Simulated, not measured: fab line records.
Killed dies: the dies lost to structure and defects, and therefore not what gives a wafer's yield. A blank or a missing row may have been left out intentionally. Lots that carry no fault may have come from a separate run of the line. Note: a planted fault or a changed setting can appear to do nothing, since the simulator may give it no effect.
Which tool was responsible? | flow sky130 | 13 lots with 39 wafers sampled at 4 steps, on a route of 708 steps

WHAT EACH GAUGE READ, for each wafer
SKY_SONOS_ONO_THK_MEAS_01.
lot  | measured     | on            | SONOS_ONO_OXIDATION_THK (nm)
L422 | day 12 17:33 | film-metro-01 | 2.55 2.54 2.56
L424 | day 13 08:46 | film-metro-03 | 2.58 2.57 2.53
L425 | day 13 23:55 | film-metro-03 | 2.67 2.65 2.67
L427 | day 14 12:38 | film-metro-01 | 2.51 2.57 2.60
L429 | day 14 23:58 | film-metro-01 | 2.59 2.48 2.49
L430 | day 15 06:01 | film-metro-02 | 2.52 2.61 2.51
L432 | day 15 22:46 | film-metro-01 | 2.54 2.59 2.65
L433 | day 16 02:01 | film-metro-02 | 2.56 2.49 2.58
L434 | day 16 07:59 | film-metro-01 | 2.61 2.57 2.64
L435 | day 16 11:04 | film-metro-02 | 2.53 2.49 2.57
L438 | day 17 09:37 | film-metro-03 | 2.57 2.57 2.57
L439 | day 17 15:09 | film-metro-03 | 2.60 2.62 2.60
L441 | day 18 04:55 | film-metro-01 | 2.60 2.64 2.54

SKY_SONOS_ONO_CD_MEAS_13 targets a cd of 410 nm.
lot  | measured     | on        | cd-nm (nm)
L422 | day 13 19:44 | cd-sem-01 | 410.6 409.2 410.0
L424 | day 14 11:38 | cd-sem-01 | 409.4 412.3 411.2
L425 | day 15 04:35 | cd-sem-02 | 411.6 410.3 411.5
L427 | day 15 19:29 | cd-sem-02 | 409.2 410.4 407.5
L429 | day 16 03:59 | cd-sem-02 | 410.4 409.9 409.4
L430 | day 16 12:20 | cd-sem-01 | 407.5 405.7 406.2
L432 | day 17 03:44 | cd-sem-02 | 404.3 403.3 403.1
L433 | day 17 10:12 | cd-sem-01 | 407.7 407.5 408.5
L434 | day 17 18:16 | cd-sem-02 | 410.1 410.1 409.1
L435 | day 17 18:20 | cd-sem-01 | 408.5 408.1 409.3
L438 | day 18 17:02 | cd-sem-01 | 405.7 405.5 403.7
L439 | day 19 00:34 | cd-sem-01 | 395.0 392.8 391.8 394.9 392.1 391.9
L441 | day 19 15:01 | cd-sem-01 | 395.5 395.8 396.5 395.4 396.0 396.4

SKY_LDD_N_OVL_MEAS_07.
lot  | measured     | on         | LDD_N_OVL (nm)
L422 | day 18 20:05 | overlay-02 | 0.3 -0.9 -1.3
L424 | day 19 14:30 | overlay-01 | 1.5 1.9 1.5
L425 | day 20 09:56 | overlay-01 | 0.5 0.7 0.2
L427 | day 21 04:29 | overlay-01 | -1.4 -2.2 0.6
L429 | day 21 12:44 | overlay-01 | 0.3 0.9 -0.4
L430 | day 21 20:17 | overlay-02 | 1.4 0.5 0.7
L432 | day 22 11:24 | overlay-02 | 0.2 -1.1 0.0
L433 | day 22 21:52 | overlay-01 | 2.2 1.9 1.6
L434 | day 23 04:24 | overlay-02 | 0.8 0.8 0.5
L435 | day 23 04:26 | overlay-01 | 1.0 2.3 0.3
L438 | day 24 04:44 | overlay-02 | 3.2 0.8 2.2
L439 | day 24 10:30 | overlay-02 | 1.4 2.8 2.0
L441 | day 25 01:35 | overlay-01 | 2.9 2.4 1.2

WHICH TOOL RAN EACH LOT (tool, then ch and the chambers of the sampled wafers, then the start)
lot  | SKY_SONOS_ONO_DEVELOP_12
L422 | litho-track-04 ch 0, day 13 19:35
L424 | litho-track-03 ch 0, day 14 11:29
L425 | litho-track-04 ch 0, day 15 04:26
L427 | litho-track-04 ch 0, day 15 19:20
L429 | litho-track-03 ch 0, day 16 03:50
L430 | litho-track-01 ch 0, day 16 12:11
L432 | litho-track-04 ch 0, day 17 03:35
L433 | litho-track-03 ch 0, day 17 10:04
L434 | litho-track-04 ch 0, day 17 18:07
L435 | litho-track-03 ch 0, day 17 18:11
L438 | litho-track-03 ch 0, day 18 16:53
L439 | litho-track-03 ch 0, day 19 00:25
L441 | litho-track-03 ch 0, day 19 14:52
- SKY_SONOS_ONO_DEVELOP_12: develop time 60 s.

WHAT THE TOOLS THEMSELVES READ (means of the sampled wafers that have a number; where no wafer has one, the mark that the record gives instead)
The record holds no such reading with a usual standard deviation.

THE ANSWER, worked out from the rows above alone
Rule: what is usual is taken from the lots themselves. The widest of any qualifying gaps counts: lots, ordered by their means at a reading, are off when they make up no more than a third of the lots, leave a main group of 4 or more, and stand apart from it by 3 or more times the standard deviation of that group's means. A main group whose means are all the same, to the digits that the tables above print for the reading, isn't used. A lot without any number at a reading at which 4 lots or more have one is off too. All remaining lots with rows at the step are treated as sound. The gauges are gone through in route order, then the tools' own readings, and for those a lot's mean is taken as printed above. At the first step where some lot is off, the reading lying furthest off is the one used; lots without a number count as furthest.
Off at SKY_SONOS_ONO_CD_MEAS_13 (cd-nm): L439, L441. The main group: mean 408.4 nm, standard deviation 2.3.
If a tool, at a process step before that reading, ran all the lots that are off and no sound lot after the first of them, it fits. The gauges at SKY_SONOS_ONO_CD_MEAS_13 are tried like those tools. Can't be told from this: 2 tools fit, litho-track-03 at SKY_SONOS_ONO_DEVELOP_12, cd-sem-01 at SKY_SONOS_ONO_CD_MEAS_13.

WHAT THE SIMULATOR HAD PUT IN
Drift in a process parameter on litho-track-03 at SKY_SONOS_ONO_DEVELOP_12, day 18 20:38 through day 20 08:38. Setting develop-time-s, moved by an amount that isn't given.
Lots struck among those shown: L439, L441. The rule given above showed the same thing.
